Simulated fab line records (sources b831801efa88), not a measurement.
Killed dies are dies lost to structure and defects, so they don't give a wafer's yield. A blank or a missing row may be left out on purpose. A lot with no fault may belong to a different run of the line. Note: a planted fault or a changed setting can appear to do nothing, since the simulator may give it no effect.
A lot that was struck, set against a sound lot + flow sky130 + 14 out of 708 route steps
Sound: these wafers, L579.2, L579.3, L579.5. Wafers L587.3, L587.5, L587.6 were the ones struck. The cause comes at the end.
Order at every step that has rows: each side's tool, ch and its chambers, its first start. Under that, the readings that differ: sound wafers + struck wafers + difference of the means + sigmas: that difference in standard deviations of wafers without a fault.
alike: a reading whose means differ by less than 2 such deviations, as well as words and numbers matching on both sides. not compared: withheld readings; readings where some wafer has no value; bounds like >300 that might hide an equal value; numbers whose values overlap and for which the record gives no deviation.
A row with sigmas, a row that says differs or no value, or rows on one side alone: a step with any of these is where the two part. When numbers do not overlap yet have no deviation, they are printed without sigmas and do not part them. Lack of a reading on every wafer of one side parts them only where that side has two or more wafers.

first, 3 steps without rows for these wafers: SKY_METAL2_EXPOSE_12 (exposes mask MM2, target cd 140 nm); SKY_METAL2_PEB_13; SKY_METAL2_DEVELOP_14 (develop time 60 s).
SKY_METAL2_CD_MEAS_15 targets a cd of 140 nm.
  sound on cdSem-02, day 39 07:20; struck on cdSem-02, day 39 12:59
  alike: cdNm
SKY_METAL2_OVL_MEAS_16:
  sound on overlay-01, day 39 07:26; struck on overlay-01, day 39 13:05
  alike: METAL2_OVL
SKY_METAL2_DESCUM_17: chemistry O2, time 8 s.
  sound on rieMetal-01 ch 0, day 39 07:28; struck on rieMetal-03 ch 0,1, day 39 13:07
  alike: drypumpMotorCurrentA, oesProductAu
  not compared: rfHoursCounterH
SKY_METAL2_ETCH_18: etches BARC in N2/H2, stops on SiO2, time 45.9 s, target depth 60 nm.
  sound on rieMetal-01 ch 0, day 39 07:30; struck on rieMetal-03 ch 0,1, day 39 13:10
  alike: drypumpMotorCurrentA, oesProductAu, throttleValvePct
  not compared: rfHoursCounterH
SKY_METAL2_METAL_ETCH_19: etches the open film in Cl2/BCl3, stops on SiO2, target depth 360 nm, time 78 s.
  sound on rieMetal-01 ch 0, day 39 07:34; struck on rieMetal-03 ch 0,1, day 39 13:14
  alike: drypumpMotorCurrentA, oesProductAu, throttleValvePct
  not compared: rfHoursCounterH
SKY_METAL2_STRIP_20: strips in O2/N2.
  sound on plasmaAsher-03 ch 0,1, day 39 07:39; struck on plasmaAsher-04 ch 0,1, day 39 13:20
  alike: drypumpMotorCurrentA, o2FlowSccm, oesProductAu, stripTimeToEndpointS
  not compared: rfHoursCounterH
then, 3 steps without rows for these wafers: SKY_METAL2_STRIP_21 (strips in post etch residue remover, time 1200 s); SKY_METAL2_CLEAN_22 (cleans in IPA, time 180 s); SKY_METAL2_CLEAN_23 (cleans in O3/DIW).
SKY_VIA2_HDPCVD_00: deposits SiO2, target thk 1180 nm, time 196.7 s.
  sound on hdpcvd-02 ch 0,1, day 39 08:17; struck on hdpcvd-02 ch 0,2, day 39 13:56
  no value came back on the struck wafers for pressureMtorr (mTorr), runLengthS (s), susceptorTempC (C); on the sound wafers pressureMtorr (mTorr) reads 5.982 5.998 6.014
SKY_PAD_OPEN_PROBE_99:
  sound wafers here have rows in the record (prober-01, day 49 00:40); struck ones have none

## WHERE THEY PART
Earliest at SKY_VIA2_HDPCVD_00; latest, in this record, at SKY_PAD_OPEN_PROBE_99.

WHY: whatever the simulator had introduced
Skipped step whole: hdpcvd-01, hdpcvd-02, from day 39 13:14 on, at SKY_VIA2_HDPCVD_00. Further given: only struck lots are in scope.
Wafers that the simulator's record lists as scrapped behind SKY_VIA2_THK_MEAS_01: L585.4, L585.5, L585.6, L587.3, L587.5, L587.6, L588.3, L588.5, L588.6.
